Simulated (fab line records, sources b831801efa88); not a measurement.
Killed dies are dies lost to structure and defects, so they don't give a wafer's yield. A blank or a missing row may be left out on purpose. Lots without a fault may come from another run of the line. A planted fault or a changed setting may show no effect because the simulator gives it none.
Which tool did it? | flow sky130 | 13 lots, 39 wafers sampled, at 4 steps of a route of 708

WHAT THE GAUGES READ, wafer by wafer
SKY_LOCAL_INTERCONNECT_RS_MEAS_01: measures by four-point-probe. Usual: LOCAL_INTERCONNECT_TIN_RS 14.18 ohm/sq, standard deviation 0.16.
lot  | measured     | on            | LOCAL_INTERCONNECT_TIN_RS (ohm/sq) | flag
L478 | day 29 13:20 | film_metro-04 | 14.19 14.26 14.31                  |
L477 | day 29 12:40 | film_metro-04 | 14.00 14.34 14.16                  |
L479 | day 30 00:02 | film_metro-01 | 14.30 14.02 14.34                  |
L480 | day 30 04:31 | film_metro-03 | 14.26 14.06 14.38                  |
L485 | day 31 22:49 | film_metro-03 | 14.35 14.08 14.22                  |
L487 | day 32 13:05 | film_metro-01 | 13.96 14.05 14.19                  |
L493 | day 34 10:05 | film_metro-03 | 14.36 14.17 14.29                  |
L495 | day 35 20:48 | film_metro-03 | 14.25 14.06 14.01                  |
L494 | day 35 21:28 | film_metro-03 | 14.06 14.31 14.14                  |
L496 | day 35 22:35 | film_metro-04 | 14.37 14.18 14.38                  |
L497 | day 36 00:19 | film_metro-01 | 13.77 13.89 13.98                  |
L498 | day 36 13:25 | film_metro-01 | 14.12 14.23 14.07                  |
L499 | day 36 21:37 | film_metro-01 | 14.56 14.44 14.37                  |

SKY_VIA1_BOW_MEAS_03. Usual: VIA1_BOW 81 um, standard deviation 7.9.
lot  | measured     | on            | VIA1_BOW (um) | flag
L478 | day 33 04:43 | film_metro-04 | 87 83 80      |
L477 | day 33 04:29 | film_metro-01 | 75 66 85      |
L479 | day 33 14:17 | film_metro-04 | 76 78 63      |
L480 | day 33 17:23 | film_metro-01 | 81 88 87      |
L485 | day 35 22:50 | film_metro-04 | 78 76 75      |
L487 | day 36 12:46 | film_metro-04 | 87 78 72      |
L493 | day 38 02:10 | film_metro-01 | 72 79 80      |
L495 | day 38 22:26 | film_metro-01 | 89 95 71      |
L494 | day 39 00:40 | film_metro-04 | 78 78 70      |
L496 | day 39 04:56 | film_metro-04 | 80 69 83      |
L497 | day 39 05:40 | film_metro-01 | 91 81 78      |
L498 | day 39 20:49 | film_metro-01 | 87 93 84      |
L499 | day 40 04:35 | film_metro-04 | 76 74 61      |

WHICH TOOL RAN EACH LOT (tool, then ch and the chambers of the sampled wafers, then the start)
lot  | SKY_LDD_N_IMPLANT_14            | SKY_CONTACT_ETCH_16
L478 | implanter-04 ch 0, day 18 02:10 | rie_diel-01 ch 0,2,3, day 31 22:10
L477 | implanter-03 ch 0, day 18 02:32 | rie_diel-02 ch 0,1,2, day 31 22:02
L479 | implanter-02 ch 0, day 18 16:27 | rie_diel-02 ch 0,1, day 32 08:32
L480 | implanter-03 ch 0, day 18 21:26 | rie_diel-01 ch 0,1,3, day 32 12:43
L485 | implanter-03 ch 0, day 20 20:05 | rie_diel-01 ch 0,1,3, day 34 05:05
L487 | implanter-03 ch 0, day 21 10:45 | rie_diel-03 ch 0,2,3, day 35 17:46
L493 | implanter-02 ch 0, day 23 14:47 | rie_diel-01 ch 0,1, day 36 22:41
L495 | implanter-04 ch 0, day 24 09:43 | rie_diel-03 ch 0,1,3, day 37 18:37
L494 | implanter-02 ch 0, day 24 10:46 | rie_diel-03 ch 0,1,2, day 37 20:31
L496 | implanter-04 ch 0, day 24 19:13 | rie_diel-01 ch 0,1, day 37 23:32
L497 | implanter-04 ch 0, day 24 23:50 | rie_diel-02 ch 0,2, day 38 01:49
L498 | implanter-04 ch 0, day 25 12:44 | rie_diel-03 ch 0,1,3, day 38 17:09
L499 | implanter-03 ch 0, day 25 19:06 | rie_diel-02 ch 0,2, day 39 00:51
- SKY_LDD_N_IMPLANT_14
- SKY_CONTACT_ETCH_16: etches BARC in N2/H2, stops on SiO2, time 45.9 s, target depth 60 nm.

WHAT THE TOOLS THEMSELVES READ (means of the sampled wafers that have a number; where no wafer has one, the mark that the record gives instead)
SKY_LDD_N_IMPLANT_14. Usual: dose_ions_cm2 5.002e+12, standard deviation 5.6e+09; faraday_current_uA 28.2, standard deviation 0.56; rotation_deg 180.00 degrees, standard deviation 0.046.
lot  | tool         | dose_ions_cm2 | faraday_current_uA | rotation_deg (degrees) | flag
L478 | implanter-04 | 4.999e+12     | 28.5               | 180.00                 |
L477 | implanter-03 | 5.007e+12     | 28.3               | 180.07                 |
L479 | implanter-02 | 4.999e+12     | 28.1               | 179.98                 |
L480 | implanter-03 | 5.003e+12     | 28.7               | 180.01                 |
L485 | implanter-03 | 3.805e+12     | 21.6               | 180.04                 | OFF
L487 | implanter-03 | 3.805e+12     | 21.2               | 180.02                 | OFF
L493 | implanter-02 | 5.004e+12     | 28.1               | 179.97                 |
L495 | implanter-04 | 5.001e+12     | 28.3               | 179.99                 |
L494 | implanter-02 | 5.005e+12     | 28.1               | 179.97                 |
L496 | implanter-04 | 5.000e+12     | 28.5               | 180.04                 |
L497 | implanter-04 | 5.000e+12     | 28.3               | 180.01                 |
L498 | implanter-04 | 5.005e+12     | 28.5               | 179.99                 |
L499 | implanter-03 | 5.006e+12     | 27.7               | 179.97                 |

SKY_CONTACT_ETCH_16. Usual: drypump_motor_current_A 5.9 A, standard deviation 0.44; oes_product_au 0.854 a.u., standard deviation 0.0045; throttle_valve_pct 13.226 %, standard deviation 0.0095.
lot  | tool        | drypump_motor_current_A (A) | oes_product_au (a.u.) | throttle_valve_pct (%) | flag
L478 | rie_diel-01 | 6.1                         | 0.854                 | 13.227                 |
L477 | rie_diel-02 | 5.9                         | 0.853                 | 13.224                 |
L479 | rie_diel-02 | 5.7                         | 0.855                 | 13.225                 |
L480 | rie_diel-01 | 5.8                         | 0.855                 | 13.227                 |
L485 | rie_diel-01 | 5.9                         | 0.851                 | 13.230                 |
L487 | rie_diel-03 | 6.2                         | 0.855                 | 13.219                 |
L493 | rie_diel-01 | 5.5                         | 0.859                 | 13.223                 |
L495 | rie_diel-03 | 6.0                         | 0.851                 | 13.230                 |
L494 | rie_diel-03 | 6.0                         | 0.856                 | 13.217                 |
L496 | rie_diel-01 | 5.5                         | 0.852                 | 13.226                 |
L497 | rie_diel-02 | 6.0                         | 0.852                 | 13.219                 |
L498 | rie_diel-03 | 6.0                         | 0.855                 | 13.233                 |
L499 | rie_diel-02 | 5.8                         | 0.853                 | 13.225                 |

THE ANSWER, worked out from the rows above alone
Rule: a lot is off if the mean of its wafers that have a number lies more than 3 standard deviations from the usual mean. A lot without any number at a reading at which 4 lots or more have one is off too. The other lots that the step has rows for count as sound. The gauges are gone through in route order, then the tools' own readings, and for those a lot's mean is taken as printed above. The first step at which some lot is off is used, and at that step the reading that is off furthest; a lot without a number counts as furthest.
Off: L485, L487, at SKY_LDD_N_IMPLANT_14 (dose_ions_cm2).
A tool fits if, at that step or a process step before it, it ran every lot that is off, and no sound lot after the first of them. None of those tried fits.

WHAT THE SIMULATOR HAD PUT IN
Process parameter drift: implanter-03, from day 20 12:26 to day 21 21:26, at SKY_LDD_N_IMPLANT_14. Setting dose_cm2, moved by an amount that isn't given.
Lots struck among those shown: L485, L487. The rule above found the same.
